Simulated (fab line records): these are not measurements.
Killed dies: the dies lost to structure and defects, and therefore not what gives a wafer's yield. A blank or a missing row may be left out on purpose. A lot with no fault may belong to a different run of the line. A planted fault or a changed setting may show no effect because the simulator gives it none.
Which tool did it? :: flow sky130 :: 13 lots with 39 wafers sampled at 4 steps, on a route of 708 steps

== WHAT EACH GAUGE READ, for each wafer ==
SKY_LI_CONTACT_CD_MEAS_12: target cd 170 nm.
lot: L394
measured: day 29 03:29
on: cdSem-01
cdNm (nm): 170.8 171.0 171.0

lot: L396
measured: day 29 23:56
on: cdSem-01
cdNm (nm): 169.9 169.2 168.2

lot: L398
measured: day 30 14:16
on: cdSem-01
cdNm (nm): 169.3 169.1 169.5

lot: L401
measured: day 31 17:32
on: cdSem-01
cdNm (nm): 171.4 172.2 171.3

lot: L402
measured: day 31 21:29
on: cdSem-01
cdNm (nm): 173.0 173.0 172.7

lot: L404
measured: day 32 13:12
on: cdSem-01
cdNm (nm): 168.1 168.4 168.6

lot: L406
measured: day 33 07:34
on: cdSem-01
cdNm (nm): 171.0 170.9 171.8

lot: L409
measured: day 34 04:53
on: cdSem-02
cdNm (nm): 168.0 168.7 167.3

lot: L411
measured: day 34 21:48
on: cdSem-01
cdNm (nm): 170.9 170.7 171.5

lot: L412
measured: day 35 08:03
on: cdSem-01
cdNm (nm): 168.3 171.0 170.3

lot: L413
measured: day 35 12:34
on: cdSem-01
cdNm (nm): 169.4 169.1 169.5

lot: L415
measured: day 36 03:15
on: cdSem-01
cdNm (nm): 171.6 170.6 170.7

lot: L416
measured: day 36 11:04
on: cdSem-01
cdNm (nm): 172.5 172.5 173.0

SKY_LI_CONTACT_RS_MEAS_22: a four-point-probe measurement.
lot: L394
measured: day 29 04:30
on: filmMetro-02
LI_CONTACT_W_RS (ohm/sq): 0.283 0.275 0.278

lot: L396
measured: day 30 00:47
on: filmMetro-02
LI_CONTACT_W_RS (ohm/sq): 0.274 0.286 0.276

lot: L398
measured: day 30 15:06
on: filmMetro-03
LI_CONTACT_W_RS (ohm/sq): 0.280 0.277 0.288

lot: L401
measured: day 31 18:23
on: filmMetro-04
LI_CONTACT_W_RS (ohm/sq): 0.282 0.285 0.286

lot: L402
measured: day 31 22:20
on: filmMetro-04
LI_CONTACT_W_RS (ohm/sq): 0.272 0.281 0.281

lot: L404
measured: day 32 14:04
on: filmMetro-02
LI_CONTACT_W_RS (ohm/sq): 0.283 0.287 0.285

lot: L406
measured: day 33 08:25
on: filmMetro-04
LI_CONTACT_W_RS (ohm/sq): 0.279 0.277 0.284

lot: L409
measured: day 34 05:43
on: filmMetro-04
LI_CONTACT_W_RS (ohm/sq): 0.271 0.282 0.272

lot: L411
measured: day 34 22:38
on: filmMetro-03
LI_CONTACT_W_RS (ohm/sq): 0.275 0.284 0.284

lot: L412
measured: day 35 08:53
on: filmMetro-02
LI_CONTACT_W_RS (ohm/sq): 0.285 0.285 0.284

lot: L413
measured: day 35 13:25
on: filmMetro-03
LI_CONTACT_W_RS (ohm/sq): 0.282 0.287 0.283

lot: L415
measured: day 36 04:07
on: filmMetro-03
LI_CONTACT_W_RS (ohm/sq): 0.285 0.289 0.284

lot: L416
measured: day 36 11:55
on: filmMetro-04
LI_CONTACT_W_RS (ohm/sq): 0.285 0.285 0.285

SKY_LOCAL_INTERCONNECT_CD_MEAS_11: target cd 170 nm.
lot: L394
measured: day 30 09:53
on: cdSem-01
cdNm (nm): 169.0 168.1 169.1

lot: L396
measured: day 31 05:20
on: cdSem-01
cdNm (nm): 166.5 168.3 167.9

lot: L398
measured: day 31 19:36
on: cdSem-02
cdNm (nm): 168.2 167.4 168.9

lot: L401
measured: day 32 22:02
on: cdSem-02
cdNm (nm): 167.9 169.4 168.8

lot: L402
measured: day 33 01:53
on: cdSem-02
cdNm (nm): 170.4 170.3 170.0

lot: L404
measured: day 33 17:26
on: cdSem-02
cdNm (nm): 171.3 170.6 170.7

lot: L406
measured: day 34 11:51
on: cdSem-01
cdNm (nm): 166.5 167.6 168.1

lot: L409
measured: day 35 08:24
on: cdSem-01
cdNm (nm): 170.3 170.3 171.6

lot: L411
measured: day 36 01:18
on: cdSem-01
cdNm (nm): 169.8 170.6 170.5

lot: L412
measured: day 36 11:27
on: cdSem-01
cdNm (nm): 169.7 172.1 169.9

lot: L413
measured: day 36 15:42
on: cdSem-01
cdNm (nm): 168.3 166.7 167.1

lot: L415
measured: day 37 07:02
on: cdSem-01
cdNm (nm): 169.9 172.3 171.0

lot: L416
measured: day 37 14:22
on: cdSem-01
cdNm (nm): 168.5 169.4 171.1

== WHICH TOOL RAN EACH LOT (tool, then ch and the chambers of the sampled wafers, then the start) ==
lot: L394
SKY_LOCAL_INTERCONNECT_COAT_05: lithoTrack-03 ch 0, day 29 19:26

lot: L396
SKY_LOCAL_INTERCONNECT_COAT_05: lithoTrack-01 ch 0, day 30 14:57

lot: L398
SKY_LOCAL_INTERCONNECT_COAT_05: lithoTrack-04 ch 0, day 31 05:34

lot: L401
SKY_LOCAL_INTERCONNECT_COAT_05: lithoTrack-01 ch 0, day 32 08:36

lot: L402
SKY_LOCAL_INTERCONNECT_COAT_05: lithoTrack-04 ch 0, day 32 12:38

lot: L404
SKY_LOCAL_INTERCONNECT_COAT_05: lithoTrack-01 ch 0, day 33 03:30

lot: L406
SKY_LOCAL_INTERCONNECT_COAT_05: lithoTrack-04 ch 0, day 33 22:01

lot: L409
SKY_LOCAL_INTERCONNECT_COAT_05: lithoTrack-04 ch 0, day 34 19:05

lot: L411
SKY_LOCAL_INTERCONNECT_COAT_05: lithoTrack-01 ch 0, day 35 11:42

lot: L412
SKY_LOCAL_INTERCONNECT_COAT_05: lithoTrack-04 ch 0, day 35 22:14

lot: L413
SKY_LOCAL_INTERCONNECT_COAT_05: lithoTrack-04 ch 0, day 36 02:52

lot: L415
SKY_LOCAL_INTERCONNECT_COAT_05: lithoTrack-01 ch 0, day 36 17:14

lot: L416
SKY_LOCAL_INTERCONNECT_COAT_05: lithoTrack-03 ch 0, day 37 00:58
- SKY_LOCAL_INTERCONNECT_COAT_05: resist thk 60 nm.

== AS READ BY THE TOOLS THEMSELVES (means over the sampled wafers that have a number; for cases with no such wafer, the mark the record gives instead) ==
The record holds no such reading with a usual standard deviation.

== THE ANSWER, worked out from the rows above alone ==
Rule: the usual values come from the lots themselves. The widest of any qualifying gaps counts: lots, ordered by their means at a reading, are off when they make up no more than a third of the lots, leave a main group of 4 or more, and stand apart from it by 3 or more times the standard deviation of that group's means. If all means in a main group match to the digits the tables above print for the reading, that group is not used. Also off: a lot with no number at a reading for which 4 or more lots have one. The other lots that the step has rows for count as sound. Order of review: gauges by route order, followed by the tools' own readings, for which a lot's mean as printed above is used. At the first step where some lot is off, the reading lying furthest off is the one used; lots without a number count as furthest.
No lot is off at any reading shown: from this, nothing can be told.

== WHAT THE SIMULATOR HAD INSERTED ==
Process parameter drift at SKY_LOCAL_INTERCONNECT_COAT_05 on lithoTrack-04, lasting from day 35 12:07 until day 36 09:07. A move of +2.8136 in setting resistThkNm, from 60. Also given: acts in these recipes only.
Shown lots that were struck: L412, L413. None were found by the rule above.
